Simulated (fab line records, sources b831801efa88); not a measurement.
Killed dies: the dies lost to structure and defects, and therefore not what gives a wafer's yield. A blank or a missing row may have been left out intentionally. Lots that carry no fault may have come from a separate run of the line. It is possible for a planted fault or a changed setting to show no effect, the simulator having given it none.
fab line records    flow sky130
[record] lots = 5  wafers = 15  lastDay = 50
route steps=708 shown LDD_P@259 LDD_HVN@267 PAD_OPEN@708
lots with no fault: from the same line, run without faults
startH: hours from the record's first day to the start of the lot's first wafer shown    waitH: how many hours have passed since the lot's step before this one    " same as the row above    L1.1+2: a row that stands for several wafers    - no value, or no start was given    * or withheld: withheld    < > ~ a bound
route shown NAME@n: NAME is a module with steps in the file, n the number in the route of the first one    usual: mean/standard deviation taken from wafers without a fault    same: alike in all rows    chamber/n: place in a boat    sites: per-site readings    _std_site: their standard deviation    _edge_site: outer sites' mean less inner sites'    radiusMm: for every site, how far away it sits from the centre of the wafer    mask NAME#n: copy n    behind: the most recent tool/chamber to have shaped the wafer    hold: the reason the lot was held/the length of the hold in hours/how it ended    device: names the non-switching transistor (n, p or np)    end of line: the route-end tests of the same wafers    where a step has no rows: the recipe by itself    killed: at the first sort, the dies lost to defects and structure; wafer yield is something else    map: shows each die of a wafer: x if killed, . if not, _ if none is there
set.NAME: the setting the step ran with; set.NAME@STEP: the setting that earlier step ran with    model.NAME: the simulator's own value behind a step, which no gauge read
lots at some steps of the route; a table a step, a row a wafer
services: when a tool's chamber went out of use (startH, in hours from the record's first day, below 0 if earlier), for how many hours, and the reason
[[steps]]
[step SKY_LDD_P_EXPOSE_04]
[recipe] maskId = PSDM  na = 0.6  sourceShape = conventional  sigmaOuter = 0.6  polarization = unpolarized  targetCdNm = 380  doseMj = 138
[step SKY_LDD_P_PEB_05]
[recipe] tempC = withheld  timeS = *  resist = NOVOLAK
[step SKY_LDD_P_DEVELOP_06]
[recipe] resist = NOVOLAK  developer = TMAH  developTimeS = 60  devTempC = 23
[step SKY_LDD_P_CD_MEAS_07]
[recipe] targetCdNm = 380
[usual] cdNm = 380.8/2.2
lot.wafer  tool      chamber  startH  waitH  cdNm
L215.4     cdSem-02  -        462.49  0.1    380.5
L215.5     "         -        "       "      379.8
L215.6     "         -        "       "      378.6
L225.1     cdSem-01  -        543.93  0.1    377.8
L225.2     "         -        "       "      375.4
L225.4     "         -        "       "      377.4
L231.2     cdSem-02  -        590.15  0.1    379.7
L231.3     "         -        "       "      378.4
L231.5     "         -        "       "      378.1
L233.1     cdSem-02  -        605.45  0.1    383.5
L233.3     "         -        "       "      382.6
L233.4     "         -        "       "      382.4
L234.1     cdSem-02  -        611.12  0.2    379.2
L234.3     "         -        "       "      378.4
L234.4     "         -        "       "      379.5
[step SKY_LDD_P_OVL_MEAS_08]
[usual] LDD_P_OVL = 0.7/1.4
lot.wafer  tool        chamber  startH  waitH  LDD_P_OVL[nm]
L215.4     overlay-02  -        462.57  0.1    -1.8
L215.5     "           -        "       "      -1.4
L215.6     "           -        "       "      -0.5
L225.1     overlay-02  -        544.05  0.1    1.4
L225.2     "           -        "       "      1.9
L225.4     "           -        "       "      1.5
L231.2     overlay-02  -        590.26  0.1    -0.1
L231.3     "           -        "       "      -1.4
L231.5     "           -        "       "      -2.5
L233.1     overlay-01  -        605.57  0.1    1.5
L233.3     "           -        "       "      2.7
L233.4     "           -        "       "      0.9
L234.1     overlay-02  -        611.24  0.1    -0.5
L234.3     "           -        "       "      -0.3
L234.4     "           -        "       "      -0.4
[step SKY_LDD_P_IMPLANT_09]
[recipe] species = BF2  energyKev = 25  doseCm2 = 1e+13  tiltDeg = withheld
[step SKY_LDD_P_STRIP_10]
[recipe] chemistry = O2/N2  powerW = 1400  pressureMtorr = 1500  platenTempC = withheld  o2FlowSccm = 3000  n2FlowSccm = 300  overashFraction = 0.5
[usual] drypumpMotorCurrentA = 5.35/0.28  o2FlowSccm = 3000/9  oesProductAu = 0.715/0.0046  stripTimeToEndpointS = 14.17/0.038
lot.wafer  tool            chamber  startH  waitH  drypumpMotorCurrentA  o2FlowSccm  oesProductAu  rfHoursCounterH  stripTimeToEndpointS
L215.4     plasmaAsher-04  1        462.77  0.1    5.39                  2995        0.713         -                14.16
L215.5     "               1        "       "      5.40                  3011        0.715         -                14.18
L215.6     "               0        "       "      5.12                  3004        0.717         -                14.18
L225.1     plasmaAsher-01  1        544.24  0.1    4.90                  2992        0.727         73               14.13
L225.2     "               0        "       "      5.42                  2981        0.724         73               14.15
L225.4     "               1        "       "      4.89                  2991        0.716         -                14.11
L231.2     plasmaAsher-04  0        590.44  0.1    5.10                  2985        0.709         90               14.21
L231.3     "               1        "       "      5.37                  2988        0.718         -                14.16
L231.5     "               0        "       "      5.10                  3006        0.710         -                14.15
L233.1     plasmaAsher-03  0        605.76  0.1    5.59                  3009        0.713         48               14.19
L233.3     "               1        "       "      5.71                  2981        0.724         -                14.21
L233.4     "               0        "       "      5.60                  3010        0.718         -                14.23
L234.1     plasmaAsher-01  0        611.43  0.1    5.43                  2998        0.714         79               14.19
L234.3     "               0        "       "      5.45                  2997        0.716         -                14.20
L234.4     "               1        "       "      4.85                  2987        0.725         -                14.19
[step SKY_LDD_P_TW_MEAS_11]
[usual] LDD_P_TW = 639.9/2.8
lot.wafer  tool          chamber  startH  waitH  LDD_P_TW
L215.4     filmMetro-04  -        462.87  0.1    639.9
L215.5     "             -        "       "      642.1
L215.6     "             -        "       "      644.0
L225.1     filmMetro-02  -        544.34  0.1    639.5
L225.2     "             -        "       "      645.2
L225.4     "             -        "       "      646.8
L231.2     filmMetro-01  -        590.55  0.1    637.5
L231.3     "             -        "       "      636.7
L231.5     "             -        "       "      637.1
L233.1     filmMetro-02  -        605.86  0.1    640.9
L233.3     "             -        "       "      638.4
L233.4     "             -        "       "      642.2
L234.1     filmMetro-02  -        611.53  0.1    640.4
L234.3     "             -        "       "      637.9
L234.4     "             -        "       "      643.1
[step SKY_LDD_HVN_DEHYDRATE_00]
[recipe] tempC = 200  timeS = 60
[step SKY_LDD_HVN_HMDS_01]
[recipe] primeTimeS = 60  primeTempC = 120
[step SKY_LDD_HVN_COAT_02]
[recipe] resist = NOVOLAK  spinRpm = 3000  resistThkNm = 300
[step SKY_LDD_HVN_SOFTBAKE_03]
[recipe] tempC = 90  timeS = 60  resist = NOVOLAK
[step SKY_LDD_HVN_EXPOSE_04]
[recipe] maskId = HVNTM  na = 0.6  sourceShape = conventional  sigmaOuter = 0.6  polarization = unpolarized  targetCdNm = 700  doseMj = 127
lot.wafer   tool             chamber  startH  waitH  mask
L215.4+5+6  ilineStepper-02  0        478.29  -      HVNTM#0
L225.1+2+4  ilineStepper-01  0        559.35  -      HVNTM_R1#0
L231.2+3+5  ilineStepper-01  0        605.64  -      HVNTM#0
L233.1+3+4  ilineStepper-02  0        620.56  -      HVNTM#0
L234.1+3+4  ilineStepper-02  0        626.50  -      HVNTM#0
[step SKY_LDD_HVN_PEB_05]
[recipe] tempC = withheld  timeS = *  resist = NOVOLAK
[step SKY_PAD_OPEN_PROBE_99]
[usual] killed_at_M0_to_M3 = 43/6.9  killed_at_M4_up = 3.1/1.8  killedAtContacts = 24/5.1  killedAtFrontEnd = 15/4.8  killedAtOther = 0.3/0.48  killedDies = 86/8.9  killedOpen = 47/6.8  killedShort = 39/6.3
[same] grossDies = 492  killedAtBackSide = 0
lot.wafer  tool       chamber  startH   waitH  killed_at_M0_to_M3  killed_at_M4_up  killedAtContacts  killedAtFrontEnd  killedAtOther  killedDies  killedOpen  killedShort
L225.1     prober-02  -        1148.47  0.1    45                  4                36                10                0              95          47          48
L225.2     prober-02  -        1148.52  0.1    53                  2                22                11                0              88          53          35
L225.4     prober-02  -        1148.62  0.2    32                  1                28                12                1              74          42          32
L233.1     prober-02  -        1189.02  0.1    47                  3                20                18                0              88          42          46
L233.3     prober-02  -        1189.12  0.2    58                  5                24                13                0              100         60          39
L233.4     prober-02  -        1189.17  0.2    42                  1                20                18                0              81          44          37
// killed by level:class
L225.1 VIA1:geometricParticle:open=14 LI_CONTACT:geometricParticle:open=12 METAL1:geometricParticle:short=11 CONTACT:geometricParticle:open=10 CONTACT:geometricParticle:short=7 LOCAL_INTERCONNECT:geometricParticle:short=4 METAL2:geometricParticle:short=4 VIA1:geometricParticle:short=4
L225.2 VIA1:geometricParticle:open=14 VIA3:geometricParticle:open=10 LI_CONTACT:geometricParticle:open=7 METAL2:geometricParticle:short=7 CONTACT:geometricParticle:open=7 VIA1:geometricParticle:short=5 METAL1:geometricParticle:short=5 VIA2:geometricParticle:open=5
L225.4 CONTACT:geometricParticle:open=15 VIA3:geometricParticle:open=7 LOCAL_INTERCONNECT:geometricParticle:short=5 METAL2:geometricParticle:short=5 VIA2:geometricParticle:open=5 METAL1:geometricParticle:short=4 FIELD_ISO:geometricParticle:short=3 POLY_GATE:geometricParticle:open=3
L233.1 VIA1:geometricParticle:open=8 CONTACT:geometricParticle:open=8 FIELD_ISO:geometricParticle:short=7 VIA2:geometricParticle:open=6 METAL1:geometricParticle:short=6 VIA3:geometricParticle:open=6 VIA1:geometricParticle:short=5 FIELD_ISO:geometricParticle:open=4
L233.3 VIA1:geometricParticle:open=15 CONTACT:geometricParticle:open=12 METAL1:geometricParticle:short=10 VIA3:geometricParticle:open=6 LI_CONTACT:geometricParticle:open=5 METAL2:geometricParticle:short=5 VIA2:geometricParticle:open=5 FIELD_ISO:geometricParticle:open=4
L233.4 VIA1:geometricParticle:open=11 LOCAL_INTERCONNECT:geometricParticle:short=7 VIA2:geometricParticle:open=7 VIA3:geometricParticle:open=5 LI_CONTACT:geometricParticle:open=5 FIELD_ISO:geometricParticle:short=4 POLY_GATE:geometricParticle:short=4 CONTACT:geometricParticle:open=4
[[services]]
tool             chamber  startH  hours  kind
ilineStepper-01  -        506.66  2.1    pm
ilineStepper-01  -        508.74  -      consumableReplace:lamp
ilineStepper-01  -        515.34  1.7    pm
ilineStepper-02  0        530.27  -      calibration
plasmaAsher-04   -        542.33  2.8    pm
ilineStepper-02  -        553.71  1.7    pm
ilineStepper-02  -        559.40  3.5    repair
plasmaAsher-01   -        598.80  4.2    repair
ilineStepper-02  -        615.61  3.6    repair
[[key]]
[firstSign] step = SKY_LDD_HVN_EXPOSE_04  reading = mask  direction = changed
effect none on later readings
metAt SKY_LDD_HVN_EXPOSE_04
struckWafers L225.1,L225.2,L225.4
testerLeftOut L225
[fault] kind = wrongMask  tool = any  chamber = -  onsetH = 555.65  steps = SKY_LDD_HVN_EXPOSE_04  auxCopy = HVNTM_R1#0  cdOffsetNm = 49  scope = struckLotsOnly
// testerLeftOut: of these lots the tester's yield and bins aren't shown, on N5 and GAA mostly nor the transistor test; their killed dies are dies lost to structure and defects alone, not to doping, threshold or leakage, so they don't give the yield
